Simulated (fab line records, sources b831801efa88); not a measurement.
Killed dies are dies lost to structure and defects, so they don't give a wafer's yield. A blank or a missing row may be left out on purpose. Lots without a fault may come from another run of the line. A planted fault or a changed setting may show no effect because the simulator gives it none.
Which tool did it? | flow sky130 | 13 lots, 37 wafers sampled, at 5 steps of a route of 708

WHAT THE GAUGES READ, wafer by wafer
SKY_SONOS_TUNNEL_TW_MEAS_12. Usual: SONOS_TUNNEL_TW 195.9, standard deviation 2.4.
lot  | measured     | on            | SONOS_TUNNEL_TW   | flag
L104 | day 11 18:32 | film_metro-04 | 197.7 196.7 196.7 |
L106 | day 12 06:44 | film_metro-02 | 197.2 196.0 196.8 |
L105 | day 12 08:16 | film_metro-01 | 192.5 192.2 191.7 |
L107 | day 12 15:04 | film_metro-01 | 191.4 192.1 192.1 |
L109 | day 13 06:15 | film_metro-04 | 197.4 198.3 197.8 |
L111 | day 13 21:58 | film_metro-04 | 196.6             |
L113 | day 14 13:32 | film_metro-01 | 191.9 193.2 192.5 |
L117 | day 15 23:22 | film_metro-04 | 199.2 197.6 200.0 |
L118 | day 16 07:29 | film_metro-04 | 196.4 197.3 196.1 |
L119 | day 16 13:19 | film_metro-01 | 193.9 193.9 194.0 |
L120 | day 16 21:58 | film_metro-01 | 193.7 195.1 194.1 |
L122 | day 17 09:08 | film_metro-04 | 197.8 197.0 196.9 |
L123 | day 17 12:46 | film_metro-04 | 197.5 197.3 197.4 |

SKY_RES_PROTECT_TW_MEAS_08. Usual: POLY_GATE_TW 4009, standard deviation 34.
lot  | measured     | on            | POLY_GATE_TW   | flag
L104 | day 15 09:22 | film_metro-02 | 4012 4021 3999 |
L106 | day 15 23:48 | film_metro-01 | 3968 4006 3970 |
L105 | day 15 21:28 | film_metro-01 | 3938 3966 3960 |
L107 | day 20 17:18 | film_metro-04 | 4017 4020 4037 |
L109 | day 20 17:22 | film_metro-02 | 4062 4021 4040 |
L111 | day 20 17:56 | film_metro-02 | 4048           |
L113 | day 20 17:51 | film_metro-04 | 4024 4040 4005 |
L117 | day 20 22:40 | film_metro-04 | 4036 3990 4011 |
L118 | day 21 03:41 | film_metro-01 | 3984 3971 3985 |
L119 | day 21 03:58 | film_metro-04 | 4005 4014 4013 |
L120 | day 21 07:18 | film_metro-04 | 4017 4022 4009 |
L122 | day 21 15:01 | film_metro-01 | 3968 3973 3968 |
L123 | day 21 20:18 | film_metro-02 | 4038 4064 4026 |

SKY_POLY_GATE_THK_MEAS_21. Usual: POLY_GATE_OXIDATION_THK 4.01 nm, standard deviation 0.098.
lot  | measured     | on            | POLY_GATE_OXIDATION_THK (nm)  | flag
L104 | day 16 13:19 | film_metro-04 | 3.95 3.89 3.87                |
L106 | day 18 09:53 | film_metro-03 | 4.09 4.18 4.15                |
L105 | day 18 09:53 | film_metro-02 | 4.17 4.11 4.08                |
L107 | day 22 04:11 | film_metro-03 | 4.03 4.04 3.99                |
L109 | day 22 07:02 | film_metro-04 | 6.73 6.80 6.76 6.75 6.81 6.75 | OFF
L111 | day 22 10:08 | film_metro-02 | 6.74 6.82                     | OFF
L113 | day 22 10:03 | film_metro-04 | 6.70 6.58 6.80 6.71 6.61 6.75 | OFF
L117 | day 22 10:04 | film_metro-02 | 3.90 3.91 3.89                |
L118 | day 22 16:42 | film_metro-02 | 3.91 3.94 3.94                |
L119 | day 22 16:42 | film_metro-03 | 3.90 4.00 4.07                |
L120 | day 22 19:17 | film_metro-04 | 3.96 3.98 3.99                |
L122 | day 23 05:00 | film_metro-02 | 3.96 4.04 3.98                |
L123 | day 23 07:46 | film_metro-02 | 4.20 4.15 4.22                |

WHICH TOOL RAN EACH LOT (tool, then ch and the chambers of the sampled wafers, then the start)
lot  | SKY_POLY_GATE_ETCH_17            | SKY_POLY_GATE_OXIDATION_20
L104 | rie_si-01 ch 2,3, day 16 11:30   | furnace-02 ch 0, day 16 12:03
L106 | rie_si-02 ch 1,2,3, day 18 08:23 | furnace-01 ch 0, day 18 08:38
L105 | rie_si-01 ch 1,3, day 18 07:45   | furnace-01 ch 0, day 18 08:38
L107 | rie_si-01 ch 0,1,3, day 22 02:39 | furnace-02 ch 0, day 22 02:56
L109 | rie_si-01 ch 1,2,3, day 22 02:59 | furnace-02 ch 0, day 22 04:11 and furnace-01 ch 0, day 22 05:47
L111 | rie_si-01 ch 3, day 22 04:19     | furnace-02 ch 0, day 22 05:26
L113 | rie_si-02 ch 0,1,2, day 22 04:56 | furnace-02 ch 0, day 22 05:26
L117 | rie_si-01 ch 0,1, day 22 08:32   | furnace-02 ch 0, day 22 08:47
L118 | rie_si-02 ch 1,2, day 22 13:20   | furnace-02 ch 0, day 22 15:27
L119 | rie_si-01 ch 0,1,2, day 22 13:26 | furnace-02 ch 0, day 22 15:27
L120 | rie_si-02 ch 1,2,3, day 22 16:02 | furnace-02 ch 0, day 22 18:02
L122 | rie_si-02 ch 1,2, day 23 00:38   | furnace-02 ch 0, day 23 03:44
L123 | rie_si-01 ch 1,3, day 23 04:23   | furnace-02 ch 0, day 23 06:31
- SKY_POLY_GATE_ETCH_17: etches poly-Si in HBr/Cl2, stops on SiO2, target depth 180 nm, time 70.5 s.
- SKY_POLY_GATE_OXIDATION_20: stabilise 600 s, purge 300 s, target thk 4 nm.

WHAT THE TOOLS THEMSELVES READ (means of the sampled wafers that have a number; where no wafer has one, the mark that the record gives instead)
SKY_POLY_GATE_ETCH_17. Usual: drypump_motor_current_A 5.8 A, standard deviation 0.49; oes_product_au 0.980 a.u., standard deviation 0.0094; throttle_valve_pct 33.683 %, standard deviation 0.0096.
lot  | tool      | drypump_motor_current_A (A) | oes_product_au (a.u.) | throttle_valve_pct (%) | flag
L104 | rie_si-01 | 6.5                         | 0.978                 | 33.683                 |
L106 | rie_si-02 | 5.6                         | 0.982                 | 33.681                 |
L105 | rie_si-01 | 6.0                         | 0.978                 | 33.682                 |
L107 | rie_si-01 | 5.8                         | 0.981                 | 33.684                 |
L109 | rie_si-01 | 6.2                         | 0.984                 | 33.684                 |
L111 | rie_si-01 | 6.2                         | 1.005                 | 33.675                 |
L113 | rie_si-02 | 5.9                         | 0.976                 | 33.687                 |
L117 | rie_si-01 | 5.6                         | 0.977                 | 33.668                 |
L118 | rie_si-02 | 6.0                         | 0.989                 | 33.687                 |
L119 | rie_si-01 | 6.0                         | 0.976                 | 33.682                 |
L120 | rie_si-02 | 5.6                         | 0.983                 | 33.678                 |
L122 | rie_si-02 | 6.1                         | 0.982                 | 33.688                 |
L123 | rie_si-01 | 5.8                         | 0.986                 | 33.680                 |

SKY_POLY_GATE_OXIDATION_20. Usual: spike_tc_upper_C 850.2 C, standard deviation 0.89; zone_power_centre_pct 17.9 %, standard deviation 0.52.
lot  | tool                  | spike_tc_upper_C (C) | zone_power_centre_pct (%) | flag
L104 | furnace-02            | 850.6                | 18.1                      |
L106 | furnace-01            | 849.9                | 16.9                      |
L105 | furnace-01            | 850.4                | 16.7                      |
L107 | furnace-02            | 850.0                | 18.1                      |
L109 | furnace-02/furnace-01 | 850.7                | 17.4                      |
L111 | furnace-02            | 850.5                | 18.2                      |
L113 | furnace-02            | 850.5                | 18.1                      |
L117 | furnace-02            | 850.5                | 18.1                      |
L118 | furnace-02            | 849.6                | 18.2                      |
L119 | furnace-02            | 851.1                | 18.0                      |
L120 | furnace-02            | 849.8                | 18.3                      |
L122 | furnace-02            | 850.0                | 18.3                      |
L123 | furnace-02            | 849.9                | 18.2                      |

THE ANSWER, worked out from the rows above alone
Rule: a lot is off if the mean of its wafers that have a number lies more than 3 standard deviations from the usual mean. A lot without any number at a reading at which 4 lots or more have one is off too. The other lots that the step has rows for count as sound. The gauges are gone through in route order, then the tools' own readings, and for those a lot's mean is taken as printed above. The first step at which some lot is off is used, and at that step the reading that is off furthest; a lot without a number counts as furthest.
Off: L109, L111, L113, at SKY_POLY_GATE_THK_MEAS_21 (POLY_GATE_OXIDATION_THK).
A tool fits if, at a process step before that reading, it ran every lot that is off, and no sound lot after the first of them. The gauges at SKY_POLY_GATE_THK_MEAS_21 are tried like those tools. None of those tried fits.

WHAT THE SIMULATOR HAD PUT IN
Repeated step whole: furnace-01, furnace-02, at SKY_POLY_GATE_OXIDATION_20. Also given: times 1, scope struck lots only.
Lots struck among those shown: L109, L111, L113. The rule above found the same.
